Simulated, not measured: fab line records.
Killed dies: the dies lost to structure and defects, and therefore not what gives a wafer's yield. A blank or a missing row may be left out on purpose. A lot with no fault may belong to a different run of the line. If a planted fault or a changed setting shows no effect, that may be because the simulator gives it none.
fab line records -- flow sky130
record: lots: 6, wafers: 18, lastDay: 50
route steps=708 shown CAPM@538 PAD_OPEN@708
lots untouched by any fault: they come from a run of this same line in which no faults occurred
startH: hours from the record's first day to the start of the lot's first wafer shown -- waitH: how many hours have passed since the lot's step before this one -- " the same as in the row above -- L1.1+2: several wafers, shown together as one row -- - either no value or no given start -- * or withheld: withheld -- < > ~ a bound
route shown NAME@n: a module of which the file shows steps, and the number in the route of the first -- usual: mean/standard deviation of fault-free wafers -- same: alike in all rows -- chamber/n: place in a boat -- sites: the reading at each site -- _std_site: the values' standard deviation -- _edge_site: mean of outer sites minus mean of inner sites -- radiusMm: how far each site lies from the wafer's centre -- mask NAME#n: copy n -- behind: the most recent tool/chamber to have shaped the wafer -- hold: why the lot was held/for how many hours/how that ended -- device: which transistor (n, p or np) failed to switch -- end of line: tests run on the same wafers once the route is complete -- a step with no rows: only its recipe -- killed: dies lost to structure and defects at the first sort, not the wafer's yield -- map: shows each die of a wafer: x if killed, . if not, _ if none is there
set.NAME: the setting that was run; set.NAME@STEP: the one run at that earlier step -- model.NAME: the simulator's own value behind a step, which no gauge read
certain route steps with their lots: each step a table, each wafer a row
services: the hour from which a tool's chamber was out of use, counted from the record's first day as startH (under 0 if before that day), plus the number of hours and why
== steps ==
step: SKY_CAPM_THK_MEAS_01
recipe: reads: SiO2_of_CAPM_CVD_00
usual: CAPM_CVD_00_THK: 15.48/0.22
lot.wafer,tool,chamber,startH,waitH,CAPM_CVD_00_THK[nm]
L208.2,filmMetro-04,-,889.67,-,15.10
L208.3,filmMetro-04,-,889.67,-,15.36
L208.4,filmMetro-04,-,889.67,-,15.51
L210.2,filmMetro-04,-,918.59,-,15.27
L210.3,filmMetro-04,-,918.59,-,15.16
L210.4,filmMetro-04,-,918.59,-,15.66
L212.1,filmMetro-02,-,926.38,-,15.23
L212.3,filmMetro-02,-,926.38,-,15.10
L212.6,filmMetro-02,-,926.38,-,15.35
L218.4,filmMetro-03,-,968.83,-,15.29
L218.5,filmMetro-03,-,968.83,-,15.37
L218.6,filmMetro-03,-,968.83,-,15.47
L219.1,filmMetro-04,-,978.39,-,15.20
L219.3,filmMetro-04,-,978.39,-,15.29
L219.6,filmMetro-04,-,978.39,-,15.55
L222.1,filmMetro-02,-,1001.81,-,15.49
L222.2,filmMetro-02,-,1001.81,-,15.45
L222.6,filmMetro-02,-,1001.81,-,15.66
step: SKY_CAPM_SPUTTER_02
recipe: material: TiN, targetThkNm: 200, tempC: 300, powerW: 6500, timeS: 166.7, chamberPressurePa: 0.4
usual: throttleValvePct: 30.0/0.97
lot.wafer,tool,chamber,startH,waitH,throttleValvePct
L208.2,pvdSputter-03,-,889.72,0.0,31.3
L208.3,pvdSputter-03,-,889.72,0.0,29.9
L208.4,pvdSputter-03,-,889.72,0.0,29.0
L210.2,pvdSputter-01,-,918.64,0.0,29.4
L210.3,pvdSputter-01,-,918.64,0.0,30.8
L210.4,pvdSputter-01,-,918.64,0.0,28.7
L212.1,pvdSputter-03,-,926.44,0.1,28.8
L212.3,pvdSputter-03,-,926.44,0.1,30.3
L212.6,pvdSputter-03,-,926.44,0.1,31.3
L218.4,pvdSputter-03,-,968.92,0.1,28.8
L218.5,pvdSputter-03,-,968.92,0.1,31.0
L218.6,pvdSputter-03,-,968.92,0.1,31.3
L219.1,pvdSputter-03,-,978.45,0.1,28.9
L219.3,pvdSputter-03,-,978.45,0.1,31.1
L219.6,pvdSputter-03,-,978.45,0.1,30.8
L222.1,pvdSputter-01,-,1001.87,0.1,30.6
L222.2,pvdSputter-01,-,1001.87,0.1,29.0
L222.6,pvdSputter-01,-,1001.87,0.1,28.7
step: SKY_CAPM_RS_MEAS_03
recipe: thkMeasGauge: four-point-probe, reads: TiN_of_CAPM_SPUTTER_02
usual: CAPM_TIN_RS: 6.95/0.075
lot.wafer,tool,chamber,startH,waitH,CAPM_TIN_RS[ohm/sq]
L208.2,filmMetro-03,-,889.85,0.1,6.98
L208.3,filmMetro-03,-,889.85,0.1,7.14
L208.4,filmMetro-03,-,889.85,0.1,6.89
L210.2,filmMetro-02,-,918.77,0.1,6.98
L210.3,filmMetro-02,-,918.77,0.1,6.97
L210.4,filmMetro-02,-,918.77,0.1,7.00
L212.1,filmMetro-03,-,926.55,0.1,6.85
L212.3,filmMetro-03,-,926.55,0.1,7.02
L212.6,filmMetro-03,-,926.55,0.1,6.84
L218.4,filmMetro-02,-,969.03,0.1,6.94
L218.5,filmMetro-02,-,969.03,0.1,6.90
L218.6,filmMetro-02,-,969.03,0.1,6.87
L219.1,filmMetro-02,-,978.56,0.1,6.94
L219.3,filmMetro-02,-,978.56,0.1,6.96
L219.6,filmMetro-02,-,978.56,0.1,7.03
L222.1,filmMetro-03,-,1001.97,0.1,6.94
L222.2,filmMetro-03,-,1001.97,0.1,7.06
L222.6,filmMetro-03,-,1001.97,0.1,6.98
step: SKY_CAPM_THK_MEAS_04
recipe: thkMeasGauge: xrf, reads: TiN_of_CAPM_SPUTTER_02
usual: CAPM_TIN_THK: 200.6/2.2
lot.wafer,tool,chamber,startH,waitH,CAPM_TIN_THK[nm]
L208.2,filmMetro-03,-,889.96,0.1,200.4
L208.3,filmMetro-03,-,889.96,0.1,196.6
L208.4,filmMetro-03,-,889.96,0.1,203.2
L210.2,filmMetro-02,-,918.88,0.1,200.0
L210.3,filmMetro-02,-,918.88,0.1,200.4
L210.4,filmMetro-02,-,918.88,0.1,199.3
L212.1,filmMetro-03,-,926.67,0.1,202.9
L212.3,filmMetro-03,-,926.67,0.1,198.5
L212.6,filmMetro-03,-,926.67,0.1,203.9
L218.4,filmMetro-02,-,969.12,0.1,202.2
L218.5,filmMetro-02,-,969.12,0.1,201.8
L218.6,filmMetro-02,-,969.12,0.1,203.3
L219.1,filmMetro-02,-,978.68,0.1,200.4
L219.3,filmMetro-02,-,978.68,0.1,201.2
L219.6,filmMetro-02,-,978.68,0.1,199.6
L222.1,filmMetro-03,-,1002.09,0.1,200.9
L222.2,filmMetro-03,-,1002.09,0.1,197.9
L222.6,filmMetro-03,-,1002.09,0.1,199.6
step: SKY_CAPM_DEHYDRATE_05
recipe: tempC: 200, timeS: 60
step: SKY_CAPM_HMDS_06
recipe: primeTimeS: 60, primeTempC: 120
step: SKY_CAPM_COAT_07
recipe: resist: NOVOLAK, spinRpm: 3000, resistThkNm: 1140
step: SKY_CAPM_SOFTBAKE_08
recipe: tempC: 90, timeS: 60, resist: NOVOLAK
step: SKY_CAPM_EXPOSE_09
recipe: maskId: CAPM, na: 0.6, sourceShape: conventional, sigmaOuter: 0.6, polarization: unpolarized, targetCdNm: 1000, doseMj: 159
step: SKY_CAPM_PEB_10
recipe: tempC: withheld, timeS: *, resist: NOVOLAK
step: SKY_CAPM_DEVELOP_11
recipe: resist: NOVOLAK, developer: TMAH, developTimeS: 60, devTempC: 23
step: SKY_CAPM_OVL_MEAS_12
usual: CAPM_OVL: -0.3/1.2
lot.wafer,tool,chamber,startH,waitH,CAPM_OVL[nm]
L208.2,overlay-01,-,914.94,0.1,-1.0
L208.3,overlay-01,-,914.94,0.1,0.9
L208.4,overlay-01,-,914.94,0.1,0.1
L210.2,overlay-01,-,943.04,0.1,-0.7
L210.3,overlay-01,-,943.04,0.1,-0.2
L210.4,overlay-01,-,943.04,0.1,-0.7
L212.1,overlay-01,-,951.07,0.1,-1.5
L212.3,overlay-01,-,951.07,0.1,-1.9
L212.6,overlay-01,-,951.07,0.1,-0.4
L218.4,overlay-01,-,992.28,0.1,-0.9
L218.5,overlay-01,-,992.28,0.1,-1.8
L218.6,overlay-01,-,992.28,0.1,-2.1
L219.1,overlay-01,-,1002.31,0.1,0.2
L219.3,overlay-01,-,1002.31,0.1,1.1
L219.6,overlay-01,-,1002.31,0.1,-0.2
L222.1,overlay-02,-,1024.51,0.1,-0.2
L222.2,overlay-02,-,1024.51,0.1,1.2
L222.6,overlay-02,-,1024.51,0.1,-0.6
step: SKY_CAPM_METAL_ETCH_13
recipe: targetDepthNm: 220, stopOn: SiO2, chemistry: Cl2/BCl3, target: TiN, pressureMtorr: 10, icpW: 900, biasW: 48.5, Cl2_flow_sccm: 60, bcl3FlowSccm: 30, timeS: 62.9
usual: biasW: 48.51/0.14, drypumpMotorCurrentA: 5.8/0.5, oesProductAu: 0.939/0.0074, rfFwdPowerW: 891/3.3, throttleValvePct: 21.904/0.01
lot.wafer,tool,chamber,startH,waitH,biasW,drypumpMotorCurrentA,oesProductAu,rfFwdPowerW,rfHoursCounterH,throttleValvePct,model.NOVOLAK_of_CAPM_COAT_07.thkNm,model.etch.depthNm,model.CAPM.featureDepthNm
L208.2,rieMetal-03,0,914.97,0.0,48.44,5.6,0.938,889,16,21.913,989.1,198.2,198.2
L208.3,rieMetal-03,0,914.97,0.0,48.41,5.7,0.927,890,-,21.908,988.8,194.4,194.4
L208.4,rieMetal-03,1,914.97,0.0,48.60,5.0,0.945,895,-,21.921,992.3,200.5,200.5
L210.2,rieMetal-03,1,943.07,0.0,48.64,5.0,0.933,891,7,21.907,996.9,198.4,198.4
L210.3,rieMetal-03,1,943.07,0.0,48.79,5.0,0.937,895,-,21.905,993.4,198.7,198.7
L210.4,rieMetal-03,0,943.07,0.0,48.55,5.7,0.933,895,-,21.924,992.3,197.5,197.5
L212.1,rieMetal-04,1,951.10,0.0,48.59,6.1,0.953,889,12,21.891,995.9,201.8,201.8
L212.3,rieMetal-04,0,951.10,0.0,48.22,6.2,0.938,891,-,21.909,994.3,197.1,197.1
L212.6,rieMetal-04,1,951.10,0.0,48.82,6.1,0.948,891,-,21.898,997.4,201.7,201.7
L218.4,rieMetal-04,1,992.33,0.0,48.34,6.1,0.946,895,-,21.907,994.9,199.9,199.9
L218.5,rieMetal-04,1,992.33,0.0,48.32,6.1,0.949,892,-,21.911,995.6,200.5,200.5
L218.6,rieMetal-04,0,992.33,0.0,48.54,6.1,0.917,748,-,21.917,1016,190.5,190.5
L219.1,rieMetal-04,0,1002.35,0.0,48.44,6.2,0.930,751,18,21.921,1008,193.2,193.2
L219.3,rieMetal-04,1,1002.35,0.0,48.58,6.1,0.933,892,-,21.891,989.1,198.5,198.5
L219.6,rieMetal-04,1,1002.35,0.0,48.59,6.1,0.935,890,-,21.893,991.5,197.4,197.4
L222.1,rieMetal-03,1,1024.55,0.0,48.48,5.0,0.952,887,13,21.906,995.2,198.9,198.9
L222.2,rieMetal-03,0,1024.55,0.0,48.50,5.7,0.926,889,1,21.899,999.3,195.9,195.9
L222.6,rieMetal-03,0,1024.55,0.0,48.52,5.7,0.933,891,-,21.913,995.6,197.8,197.8
step: SKY_CAPM_STRIP_14
recipe: chemistry: O2/N2, powerW: 1400, pressureMtorr: 1500, platenTempC: withheld, o2FlowSccm: 3000, n2FlowSccm: 300, overashFraction: 0.5
usual: drypumpMotorCurrentA: 5.8/0.41, oesProductAu: 0.710/0.0047, stripTimeToEndpointS: 12.65/0.048
lot.wafer,tool,chamber,startH,waitH,drypumpMotorCurrentA,oesProductAu,rfHoursCounterH,stripTimeToEndpointS
L208.2,plasmaAsher-04,0,915.05,0.1,5.3,0.703,49,12.61
L208.3,plasmaAsher-04,0,915.05,0.1,5.2,0.715,-,12.61
L208.4,plasmaAsher-04,1,915.05,0.1,6.0,0.713,-,12.64
L210.2,plasmaAsher-04,1,943.15,0.1,6.0,0.713,52,12.69
L210.3,plasmaAsher-04,0,943.15,0.1,5.3,0.715,-,12.65
L210.4,plasmaAsher-04,1,943.15,0.1,6.0,0.712,-,12.65
L212.1,plasmaAsher-04,1,951.18,0.1,5.9,0.706,53,12.69
L212.3,plasmaAsher-04,0,951.18,0.1,5.2,0.702,-,12.68
L212.6,plasmaAsher-04,1,951.18,0.1,6.0,0.702,-,12.71
L218.4,plasmaAsher-03,0,992.41,0.1,5.5,0.710,-,12.66
L218.5,plasmaAsher-03,0,992.41,0.1,5.5,0.703,-,12.69
L218.6,plasmaAsher-03,1,992.41,0.1,5.9,0.710,-,12.84
L219.1,plasmaAsher-04,0,1002.43,0.1,5.2,0.706,58,12.83
L219.3,plasmaAsher-04,1,1002.43,0.1,6.0,0.703,-,12.60
L219.6,plasmaAsher-04,1,1002.43,0.1,6.0,0.708,-,12.63
L222.1,plasmaAsher-01,0,1024.63,0.1,6.3,0.709,89,12.68
L222.2,plasmaAsher-01,1,1024.63,0.1,6.5,0.711,89,12.72
L222.6,plasmaAsher-01,1,1024.63,0.1,6.5,0.710,-,12.67
step: SKY_CAPM_STRIP_15
recipe: chemistry: postEtchResidueRemover, timeS: 1200, tempC: 72.5
step: SKY_PAD_OPEN_PROBE_99
usual: defectLimitedYield: 82.5/2, killed_at_M0_to_M3: 42/6.6, killed_at_M4_up: 3.1/1.9, killedAtContacts: 25/5.7, killedAtFrontEnd: 16/5, killedAtOther: 0.2/0.38, killedDies: 86/9.6, killedOpen: 47/7.2, killedShort: 39/6.2
same: grossDies: 492, killedAtBackSide: 0
lot.wafer,tool,chamber,startH,waitH,hold,defectLimitedYield[%],killed_at_M0_to_M3,killed_at_M4_up,killedAtContacts,killedAtFrontEnd,killedAtOther,killedDies,killedOpen,killedShort
L208.2,prober-01,-,1105.55,0.1,-,85.6,42,2,19,8,0,71,35,36
L208.3,prober-01,-,1105.60,0.2,-,84.3,44,2,19,12,0,77,46,31
L208.4,prober-01,-,1105.65,0.2,-,83.9,45,4,22,8,0,79,41,38
L210.2,prober-01,-,1128.63,0.1,-,82.1,43,5,23,17,0,88,46,42
L210.3,prober-01,-,1128.68,0.2,-,79.7,50,2,23,25,0,100,54,46
L210.4,prober-01,-,1128.73,0.2,-,82.7,43,3,22,17,0,85,45,40
L212.1,prober-01,-,1136.79,0.1,-,79.9,42,4,28,25,0,99,62,37
L212.3,prober-01,-,1136.89,0.2,-,83.1,42,0,26,15,0,83,45,38
L212.6,prober-01,-,1137.04,0.2,-,82.3,47,1,27,12,0,87,49,38
L218.4,prober-01,-,1167.89,0.2,awaitDispo/3.6h/release,84.1,45,0,19,14,0,78,40,38
L218.5,prober-01,-,1167.94,0.2,awaitDispo/3.6h/release,82.9,39,4,20,21,0,84,35,49
L218.6,prober-01,-,1167.99,0.2,awaitDispo/3.6h/release,1.4,46,2,28,16,393,485,54,38
L219.1,prober-02,-,1177.05,0.1,awaitDispo/2.7h/release,42.3,32,1,21,21,209,284,41,34
L219.3,prober-02,-,1177.15,0.2,awaitDispo/2.7h/release,81.3,35,4,36,17,0,92,61,31
L219.6,prober-02,-,1177.30,0.2,awaitDispo/2.7h/release,79.9,48,6,27,18,0,99,60,39
L222.1,prober-01,-,1191.85,0.1,-,84.3,36,6,23,12,0,77,41,36
L222.2,prober-01,-,1191.90,0.1,-,82.5,42,5,25,14,0,86,46,40
L222.6,prober-01,-,1192.10,0.2,-,80.3,43,2,32,20,0,97,49,48
killed by level:class
L208.2 VIA3:geometricParticle:open=8 LI_CONTACT:geometricParticle:open=7 VIA1:geometricParticle:open=7 VIA1:geometricParticle:short=6 VIA2:geometricParticle:open=5 METAL1:geometricParticle:short=5 LI_CONTACT:geometricParticle:short=4 LOCAL_INTERCONNECT:geometricParticle:short=4
L208.3 VIA1:geometricParticle:open=13 VIA2:geometricParticle:open=10 CONTACT:geometricParticle:open=7 FIELD_ISO:geometricParticle:open=6 LOCAL_INTERCONNECT:geometricParticle:short=5 METAL1:geometricParticle:short=5 LI_CONTACT:geometricParticle:open=4 VIA2:geometricParticle:short=4
L208.4 VIA1:geometricParticle:open=11 METAL2:geometricParticle:short=8 CONTACT:geometricParticle:short=7 VIA2:geometricParticle:open=6 CONTACT:geometricParticle:open=5 METAL1:geometricParticle:short=4 LI_CONTACT:geometricParticle:open=4 VIA1:geometricParticle:short=4
L210.2 LI_CONTACT:geometricParticle:open=14 VIA1:geometricParticle:open=10 VIA2:geometricParticle:open=7 METAL1:geometricParticle:short=6 FIELD_ISO:geometricParticle:short=5 METAL2:geometricParticle:short=5 METAL4:geometricParticle:short=5 VIA3:geometricParticle:open=4
L210.3 CONTACT:geometricParticle:open=9 VIA3:geometricParticle:open=9 VIA1:geometricParticle:open=8 METAL2:geometricParticle:short=7 POLY_GATE:geometricParticle:open=6 POLY_GATE:geometricParticle:short=5 LI_CONTACT:geometricParticle:open=5 CONTACT:geometricParticle:short=5
L210.4 METAL2:geometricParticle:short=11 CONTACT:geometricParticle:open=9 VIA1:geometricParticle:open=8 LI_CONTACT:geometricParticle:open=7 POLY_GATE:geometricParticle:short=5 METAL1:geometricParticle:short=5 VIA2:geometricParticle:open=4 VIA3:geometricParticle:open=4
L212.1 VIA1:geometricParticle:open=12 LI_CONTACT:geometricParticle:open=11 CONTACT:geometricParticle:open=8 FIELD_ISO:geometricParticle:open=7 VIA2:geometricParticle:open=7 METAL2:geometricParticle:short=5 VIA3:geometricParticle:open=5 POLY_GATE:geometricParticle:open=4
L212.3 VIA1:geometricParticle:open=12 CONTACT:geometricParticle:open=10 METAL1:geometricParticle:short=8 LI_CONTACT:geometricParticle:open=7 FIELD_ISO:geometricParticle:short=6 CONTACT:geometricParticle:short=6 VIA2:geometricParticle:open=6 METAL2:geometricParticle:short=6
L212.6 VIA1:geometricParticle:open=17 CONTACT:geometricParticle:short=7 LI_CONTACT:geometricParticle:open=7 VIA3:geometricParticle:open=7 FIELD_ISO:geometricParticle:open=5 METAL2:geometricParticle:short=5 LI_CONTACT:geometricParticle:short=5 VIA1:geometricParticle:short=5
L218.4 VIA1:geometricParticle:open=10 METAL2:geometricParticle:short=7 VIA1:geometricParticle:short=6 LI_CONTACT:geometricParticle:open=5 CONTACT:geometricParticle:open=5 CONTACT:geometricParticle:short=4 METAL1:geometricParticle:short=4 VIA2:geometricParticle:open=4
L218.5 POLY_GATE:geometricParticle:short=9 METAL2:geometricParticle:short=7 CONTACT:geometricParticle:short=7 VIA1:geometricParticle:open=7 VIA1:geometricParticle:short=7 CONTACT:geometricParticle:open=5 VIA2:geometricParticle:open=5 LOCAL_INTERCONNECT:geometricParticle:short=4
L218.6 CAPM:areaEtch=393 CONTACT:geometricParticle:open=16 VIA1:geometricParticle:open=13 LI_CONTACT:geometricParticle:open=6 VIA2:geometricParticle:short=6 POLY_GATE:geometricParticle:short=5 VIA1:geometricParticle:short=5 METAL2:geometricParticle:short=5
L219.1 CAPM:areaEtch=209 VIA1:geometricParticle:open=8 VIA3:geometricParticle:open=8 FIELD_ISO:geometricParticle:short=7 LI_CONTACT:geometricParticle:open=7 LOCAL_INTERCONNECT:geometricParticle:short=6 POLY_GATE:geometricParticle:short=5 FIELD_ISO:geometricParticle:open=4
L219.3 CONTACT:geometricParticle:open=16 LI_CONTACT:geometricParticle:open=12 METAL1:geometricParticle:short=10 VIA1:geometricParticle:open=9 LOCAL_INTERCONNECT:geometricParticle:short=6 VIA2:geometricParticle:open=5 FIELD_ISO:geometricParticle:open=4 VIA3:geometricParticle:open=4
L219.6 VIA1:geometricParticle:open=11 CONTACT:geometricParticle:open=9 VIA3:geometricParticle:open=8 LI_CONTACT:geometricParticle:open=7 CONTACT:geometricParticle:short=7 FIELD_ISO:geometricParticle:open=6 METAL1:geometricParticle:short=6 METAL1:geometricParticle:open=5
L222.1 CONTACT:geometricParticle:short=8 LI_CONTACT:geometricParticle:open=7 VIA1:geometricParticle:open=7 VIA1:geometricParticle:short=6 CONTACT:geometricParticle:open=5 METAL1:geometricParticle:open=4 METAL4:geometricParticle:short=4 METAL2:geometricParticle:short=4
L222.2 CONTACT:geometricParticle:short=8 VIA1:geometricParticle:open=8 VIA3:geometricParticle:open=7 VIA2:geometricParticle:open=6 CONTACT:geometricParticle:open=6 METAL2:geometricParticle:short=5 VIA1:geometricParticle:short=4 POLY_GATE:geometricParticle:short=4
L222.6 VIA1:geometricParticle:open=10 LI_CONTACT:geometricParticle:open=9 CONTACT:geometricParticle:open=9 FIELD_ISO:geometricParticle:short=7 CONTACT:geometricParticle:short=7 VIA3:geometricParticle:open=7 METAL1:geometricParticle:short=6 POLY_GATE:geometricParticle:short=5
map L218.6 (x killed, . not)
__________x.xxxxxxxx_________
________xxxxxxxxxxxxxx_______
______xxxxxxxxxxxxxxxxxx_____
_____xxxxxxxxxxxxxxxxxxxx____
____xxxxxxxxxxxxxxxxxxxxxx___
___xxxxxxxxxxxxxxxxxxxxxxxx__
__x.xxxxxxxxxxxxxxxxxxxxxxxx_
_xxxxxxxxxxxxxxxxxxxxxxxxxxxx
_.xxxxxxxxxxxxxxxxxxxxxxx.xxx
_xxxxxxxxxxxxxxxxxxxxxxxxxxxx
_xxxxxxxxxxxxxxxxxxxxxxxxxxxx
_xxxxxxxxxxxxxxxxxxxxxxxxxxxx
_xxxxxxxxxxxxxxxxxxxxxxxxxxxx
_xxxxxxxxxxxxxxxxxxxxxxxxxxxx
_xxxxxxxxxxxxxxxxxxxxxxxxxxxx
__xxxxxxxxxxxxxxxxxxxxxxxxxx_
___xxxxxxxxxxxxxxxxxxxxxxxx__
____xxxxxxxxxxxxxxxxxxxxxx___
_____xxxxxxxxxxxxxxxxxxxx____
______xxxxxxxxxxxxxxxxxx_____
________.xxxxxxxxxxxxx_______
__________xx.xxxx.xx_________
map L219.1 (x killed, . not)
__________.x......x._________
________x...xx....xxx._______
______......x..x.x....x._____
_____....x...x.xxx..x....____
____....x.x.x..x......x.x.___
___.xx...x.xx...xxxx.xx.x..__
__.....xxx.xxxxxxxxxxxxxxx.._
_xxxxxx..xxxxxxxxxxx.xx..xx..
_....xxxx.xxxx.xx.xxxxxxx.xx.
_......xxxxxxxxxxxxxxxxx.x...
_....x..xxxxxxxxxxxxxxxxx....
_x..x..xxxxx.xxxxxxxxxxxxx...
_...x.xxxxxxxxx.xxxxxxxxxxxx.
_xxxx.xxxxxxxxxxxxxxxxx.x....
_...x..xx..xxxxxxxxxx.xxx....
__...xxx.x.xx.xxxxxxxxxxx..._
___x.xxxxxxxxxxxx..xx....xx__
____....xx...xx.xxx.xx....___
_____...xxxxxxxxx.xxxxx..____
______...x.xxxxx..x.x..._____
________xxx....x.x...x_______
__________...x..x.x._________
== services ==
tool,chamber,startH,hours,kind
pvdSputter-03,-,907.52,4.1,repair
pvdSputter-03,0,958.13,-,consumableReplace:kit
pvdSputter-03,0,958.13,18.0,scheduledDown
pvdSputter-03,0,958.13,18.0,ventCycle
rieMetal-03,-,960.31,2.8,pm
rieMetal-03,0,973.59,-,clean
rieMetal-03,0,973.59,30.0,scheduledDown
rieMetal-03,0,973.59,30.0,ventCycle
plasmaAsher-04,-,1014.64,2.5,repair
== key ==
firstSign: step: SKY_CAPM_METAL_ETCH_13, reading: rfFwdPowerW, direction: down, sigmas: 43, usual: 891, struck: 750
effect: step: SKY_CAPM_STRIP_14, reading: stripTimeToEndpointS, direction: up, sigmas: 3.8, usual: *, struck: *
effect: step: SKY_PAD_OPEN_PROBE_99, reading: killedAtOther, direction: up, sigmas: 99+, usual: 0.2, struck: 301
modelEffect: step: SKY_CAPM_METAL_ETCH_13, value: NOVOLAK_of_CAPM_COAT_07.thkNm, without: 991.7, struck: 1012
moreKillsBornAt: SKY_CAPM_METAL_ETCH_13@rieMetal-04: 602
metAt SKY_CAPM_METAL_ETCH_13
struckWafers L218.6,L219.1
laterRowsLeftOut L218.6
onsetBetween 951.10 992.33
fault: kind: processParameterDrift, tool: rieMetal-04, chamber: 0, onsetH: 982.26, steps: SKY_CAPM_METAL_ETCH_13, channel: icpW, offset: -144, shape: step, endH: 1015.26, actsIn: theseRecipesOnly, stated: 900
laterRowsLeftOut: the simulator's readings of these wafers behind a module that went badly wrong aren't trusted and aren't shown, but for the sort
